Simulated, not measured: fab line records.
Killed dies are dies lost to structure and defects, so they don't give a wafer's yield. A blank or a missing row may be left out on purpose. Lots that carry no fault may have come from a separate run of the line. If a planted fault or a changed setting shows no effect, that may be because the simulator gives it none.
Which tool was responsible? / flow gf180mcu / 18 wafers from 6 lots sampled at 4 of the route's 602 steps

== WHAT THE GAUGES READ, wafer by wafer ==
GF_PASSIVATION_THK_MEAS_03.
lot=L249; measured=day 28 14:20; on=filmMetro-04; PASSIVATION_CVD_02_THK (nm)=694 705 713
lot=L251; measured=day 29 02:54; on=filmMetro-04; PASSIVATION_CVD_02_THK (nm)=700 702 710
lot=L258; measured=day 30 23:33; on=filmMetro-02; PASSIVATION_CVD_02_THK (nm)=685 695 703
lot=L260; measured=day 31 15:53; on=filmMetro-02; PASSIVATION_CVD_02_THK (nm)=701 708 703
lot=L264; measured=day 32 20:03; on=filmMetro-02; PASSIVATION_CVD_02_THK (nm)=701 692 717
lot=L269; measured=day 33 23:17; on=filmMetro-04; PASSIVATION_CVD_02_THK (nm)=712 705 710

== EACH LOT AND THE TOOL THAT RAN IT (in order: tool; ch and the chambers of the sampled wafers; start) ==
lot=L249; GF_M4_SPUTTER_02=pvdSputter-02, day 23 01:17; GF_V5_STRIP_18=plasmaAsher-04 ch 0,1, day 27 16:23; GF_TOP_METAL_SPUTTER_01=pvdSputter-02, day 27 17:45
lot=L251; GF_M4_SPUTTER_02=pvdSputter-03, day 23 15:50; GF_V5_STRIP_18=plasmaAsher-04 ch 0,1, day 28 05:18; GF_TOP_METAL_SPUTTER_01=pvdSputter-04, day 28 06:36
lot=L258; GF_M4_SPUTTER_02=pvdSputter-02, day 25 18:45; GF_V5_STRIP_18=plasmaAsher-04 ch 0,1, day 30 02:44; GF_TOP_METAL_SPUTTER_01=pvdSputter-02, day 30 04:06
lot=L260; GF_M4_SPUTTER_02=pvdSputter-03, day 26 14:03; GF_V5_STRIP_18=plasmaAsher-04 ch 0,1, day 30 20:12; GF_TOP_METAL_SPUTTER_01=pvdSputter-04, day 30 21:31
lot=L264; GF_M4_SPUTTER_02=pvdSputter-03, day 28 00:57; GF_V5_STRIP_18=plasmaAsher-03 ch 0,1, day 32 00:58; GF_TOP_METAL_SPUTTER_01=pvdSputter-02, day 32 02:17
lot=L269; GF_M4_SPUTTER_02=pvdSputter-02, day 29 07:49; GF_V5_STRIP_18=plasmaAsher-03 ch 0,1, day 33 04:54; GF_TOP_METAL_SPUTTER_01=pvdSputter-04, day 33 06:29
- GF_M4_SPUTTER_02: material AlCu, target thk 450 nm, time 23.9 s.
- GF_V5_STRIP_18: strips in O2/N2.
- GF_TOP_METAL_SPUTTER_01: material TiN, target thk 30 nm, time 25 s.

== THE ANSWER, worked out from the rows above alone ==
Rule: usual is defined by the lots themselves. Put in order of their means at a reading, lots are off if they are a third of the lots or fewer, leave a main group of 4 or more, and stand apart from it by a gap of 3 or more times the standard deviation of the main group's means; of several such gaps the widest counts. A main group is skipped when, at the precision printed for the reading in the tables above, its means are all equal. A lot without any number at a reading at which 4 lots or more have one is off too. Any other lot the step has rows for is counted as sound.
Off: L258, at GF_PASSIVATION_THK_MEAS_03 (PASSIVATION_CVD_02_THK). The main group has a mean of 705 nm with a standard deviation of 2.1.
If a tool, at a process step before that reading, ran all the lots that are off and no sound lot after the first of them, it fits. Gauges at GF_PASSIVATION_THK_MEAS_03: tried the same way as those tools. None of those tried fits.

== WHAT HAD BEEN PUT IN BY THE SIMULATOR ==
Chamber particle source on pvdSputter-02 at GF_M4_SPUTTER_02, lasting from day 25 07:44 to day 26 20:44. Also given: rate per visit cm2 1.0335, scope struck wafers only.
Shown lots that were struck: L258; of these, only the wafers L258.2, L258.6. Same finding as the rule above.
